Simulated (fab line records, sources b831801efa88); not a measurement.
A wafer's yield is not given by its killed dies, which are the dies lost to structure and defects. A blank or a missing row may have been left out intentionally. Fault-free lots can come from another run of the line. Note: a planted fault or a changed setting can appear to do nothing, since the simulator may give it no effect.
A lot that was struck, set against a sound lot || flow sky130 || 27 steps out of a route of 708
Sound: wafers L922.2, L922.4, L922.6. The struck wafers were L937.1, L937.2, L937.4. At the end, the cause is stated.
Order at every step that has rows: each side's tool, ch and its chambers, its first start. Under that, the readings that differ: sound wafers || struck wafers || difference of the means || sigmas: that difference in standard deviations of wafers without a fault.
alike: readings with means less than 2 such deviations apart, plus words and numbers identical on both sides. not compared: withheld readings, readings lacking a value on some wafer, bounds such as >300 that could conceal the same value, and numbers that have no deviation in the record and whose values overlap.
Wherever a step has rows on one side only, a row that says differs or no value, or a row with sigmas, the two part there. When numbers do not overlap yet have no deviation, they are printed without sigmas and do not part them. A reading missing from all wafers of one side parts the sides only when that side holds two or more wafers.

first, 5 steps without rows for these wafers: SKY_GATE_OXIDE_COAT_05 (resist thk 1140 nm); SKY_GATE_OXIDE_SOFTBAKE_06 (time 60 s); SKY_GATE_OXIDE_EXPOSE_07 (exposes mask LVOM, target cd 600 nm); SKY_GATE_OXIDE_PEB_08; SKY_GATE_OXIDE_DEVELOP_09 (develop time 60 s).
SKY_GATE_OXIDE_OVL_MEAS_10:
  struck on overlay-01, day 19 13:38; sound on overlay-02, day 14 10:44
  alike: GATE_OXIDE_OVL
then, 2 steps without rows for these wafers: SKY_GATE_OXIDE_IMPLANT_11; SKY_GATE_OXIDE_WET_ETCH_12 (etches SiO2 in dHF, target depth 16.8 nm, time 336 s).
SKY_GATE_OXIDE_STRIP_13: strips in O2/N2.
  sound on plasma_asher-04 ch 0,1, day 14 11:01; struck on plasma_asher-04 ch 0,1, day 19 13:56
  alike: drypump_motor_current_A, n2_flow_sccm, oes_product_au, strip_time_to_endpoint_s
  not compared: rf_hours_counter_h
SKY_GATE_OXIDE_TW_MEAS_14:
  struck on film_metro-02, day 19 14:02; sound on film_metro-04, day 14 11:08
  alike: GATE_OXIDE_TW
then, 2 steps without rows for these wafers: SKY_GATE_OXIDE_CLEAN_15 (cleans in SC1/SC2, time 150 s); SKY_GATE_OXIDE_OXIDATION_16 (stabilise 600 s, purge 300 s, target thk 3.57 nm).
SKY_POLY_GATE_CVD_00: deposits poly-Si, target thk 180 nm, time 720 s.
  sound on lpcvd-01 ch 0, day 14 14:01; struck on lpcvd-01 ch 0, day 19 17:01
{"reading": "spike_tc_centre_C (C)", "sound": "622.7 623.4 622.3", "struck": "627.6 626.5 625.4", "difference": "+3.7", "sigmas": "+3"}
{"reading": "spike_tc_lower_C (C)", "sound": "617.9 621.1 621.0", "struck": "623.3 623.3 625.8", "difference": "+4.1", "sigmas": "+3"}
{"reading": "spike_tc_top_C (C)", "sound": "636.6 639.5 637.9", "struck": "641.9 641.1 642.8", "difference": "+3.9", "sigmas": "+4"}
{"reading": "spike_tc_upper_C (C)", "sound": "619.1 619.9 618.3", "struck": "622.7 624.0 625.0", "difference": "+4.8", "sigmas": "+3"}
{"reading": "susceptor_temp_C (C)", "sound": "619.93 620.39 620.10", "struck": "623.55 623.49 623.94", "difference": "+3.52", "sigmas": "+13"}
{"reading": "model.poly-Si_of_POLY_GATE_CVD_00.thk_nm (nm)", "sound": "178.1 178.7 178.5", "struck": "197.9 198.2 198.7", "difference": "+19.8", "sigmas": ""}
SKY_POLY_GATE_THK_MEAS_01:
  struck on film_metro-03, day 19 18:13; sound on film_metro-01, day 14 15:13
{"reading": "POLY_GATE_CVD_00_THK (nm)", "sound": "178.0 178.7 178.5", "struck": "197.9 198.3 198.6", "difference": "+19.9", "sigmas": "+9"}
then, 8 steps without rows for these wafers: SKY_RES_PROTECT_DEHYDRATE_00 (time 60 s); SKY_RES_PROTECT_HMDS_01 (prime time 60 s); SKY_RES_PROTECT_COAT_02 (resist thk 1140 nm); SKY_RES_PROTECT_SOFTBAKE_03 (time 60 s); SKY_RES_PROTECT_EXPOSE_04 (exposes mask RPM, target cd 1270 nm); SKY_RES_PROTECT_PEB_05; SKY_RES_PROTECT_DEVELOP_06 (develop time 60 s); SKY_POLY_GATE_IMPLANT_02.
SKY_RES_PROTECT_STRIP_07: strips in O2/N2.
  sound on plasma_asher-03 ch 0,1, day 15 18:22; struck on plasma_asher-01 ch 0,1, day 21 00:46
  alike: drypump_motor_current_A, n2_flow_sccm, oes_product_au, strip_time_to_endpoint_s
  not compared: rf_hours_counter_h
SKY_RES_PROTECT_TW_MEAS_08:
  struck on film_metro-03, day 21 00:52; sound on film_metro-01, day 15 18:29
  alike: POLY_GATE_TW
SKY_RES_PROTECT_CLEAN_09: cleans in SC1/SC2, time 150 s.
  sound on wet_bench-01 ch 0, day 15 18:32; struck on wet_bench-01 ch 2, day 21 00:55
{"reading": "model.poly-Si_of_POLY_GATE_CVD_00.thk_nm (nm)", "sound": "177.5 178.1 177.8", "struck": "197.3 197.6 198.1", "difference": "+19.9", "sigmas": ""}
then, 1 step without rows for these wafers: SKY_POLY_GATE_CVD_03 (deposits Si3N4 from DCS/NH3, target thk 75 nm, time 1290 s).
-- record jumps: 29 days separate the struck wafers' starts on either side; left off in module POLY_GATE, taken up again in module PAD_OPEN, whose first shown step is the route's number 708 --
SKY_PAD_OPEN_PROBE_99:
  struck on prober-02, day 49 16:26; sound on prober-01, day 46 10:03
{"reading": "model.etest.res_high_po.line_ohm_um", "sound": "752.3 742.7 760.2", "struck": "684.7 686.3 692.6", "difference": -63.9, "sigmas": ""}
{"reading": "model.etest.res_poly.line_ohm_um", "sound": "534.5 504.7 525.5", "struck": "475.8 469.5 450.6", "difference": -56.3, "sigmas": ""}
{"reading": "model.etest.res_high_po.rs_ohm_sq", "sound": "263.4 262.2 262.8", "struck": "239.7 243.7 244.6", "difference": -20.1, "sigmas": ""}
{"reading": "model.etest.cap_li_to_poly.c_af_um2", "sound": "97.94 94.64 100.5", "struck": "101.1 104.4 102.7", "difference": "+5.0", "sigmas": ""}
{"reading": "model.etest.res_poly.rs_ohm_sq", "sound": "48.8 48.13 48.45", "struck": "43.96 44.61 44.71", "difference": -4.03, "sigmas": ""}
  alike: killed_at_M0_to_M3, killed_at_M4_up, killed_at_contacts, killed_at_front_end, killed_at_other, killed_dies, killed_on_rim, killed_open, killed_short

## WHERE THEY PART
First at SKY_POLY_GATE_CVD_00; last, within this record, at SKY_POLY_GATE_THK_MEAS_01. Later steps at which nothing parts them and some readings are alike: SKY_RES_PROTECT_STRIP_07, SKY_RES_PROTECT_TW_MEAS_08, SKY_PAD_OPEN_PROBE_99.

WHY: whatever the simulator had introduced
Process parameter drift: lpcvd-01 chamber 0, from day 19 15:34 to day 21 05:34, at SKY_POLY_GATE_CVD_00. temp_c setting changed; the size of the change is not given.
